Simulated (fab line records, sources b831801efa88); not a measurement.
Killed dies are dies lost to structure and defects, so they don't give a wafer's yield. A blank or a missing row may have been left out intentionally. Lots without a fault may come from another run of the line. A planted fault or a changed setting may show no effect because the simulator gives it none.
The tool behind it: which one? -- flow gf180mcu -- 18 wafers from 6 lots sampled at 2 of the route's 602 steps

## WHAT THE GAUGES SHOWED, per wafer
GF_V1_RS_MEAS_24: measures by four-point-probe.
lot,measured,on,V1_W_RS (ohm/sq)
L256,day 18 10:07,filmMetro-03,0.314 0.315 0.328
L263,day 21 07:16,filmMetro-02,0.327 0.325 0.314
L268,day 23 11:23,filmMetro-02,0.332 0.315 0.331
L270,day 24 01:15,filmMetro-03,0.331 0.334 0.315
L274,day 25 12:40,filmMetro-03,0.325 0.332 0.329
L276,day 25 18:23,filmMetro-03,0.326 0.324 0.313

## WHAT TOOL EACH LOT RAN ON (gives the tool, then ch and the chambers of the sampled wafers, and finally the start)
lot,GF_NWELL_EXPOSE_04
L256,"ilineStepper-01 ch 0, day 3 06:11"
L263,"ilineStepper-02 ch 0, day 4 19:14"
L268,"ilineStepper-02 ch 0, day 5 23:14"
L270,"ilineStepper-02 ch 0, day 6 11:50"
L274,"ilineStepper-01 ch 0, day 7 08:41"
L276,"ilineStepper-01 ch 0, day 7 19:19"
- GF_NWELL_EXPOSE_04: exposes mask Nwell, target cd 860 nm.

## THE ANSWER, worked out from the rows above alone
Rule: what is usual is taken from the lots themselves. Put in order of their means at a reading, lots are off if they are a third of the lots or fewer, leave a main group of 4 or more, and stand apart from it by a gap of 3 or more times the standard deviation of the main group's means; of several such gaps the widest counts. The tables above print the reading to a certain number of digits; a main group whose means all agree to those digits is not used. Also off: a lot with no number at a reading for which 4 or more lots have one. The other lots that the step has rows for count as sound.
None of the lots is off at any reading shown; this tells nothing.

## WHAT THE SIMULATOR HAD PUT IN
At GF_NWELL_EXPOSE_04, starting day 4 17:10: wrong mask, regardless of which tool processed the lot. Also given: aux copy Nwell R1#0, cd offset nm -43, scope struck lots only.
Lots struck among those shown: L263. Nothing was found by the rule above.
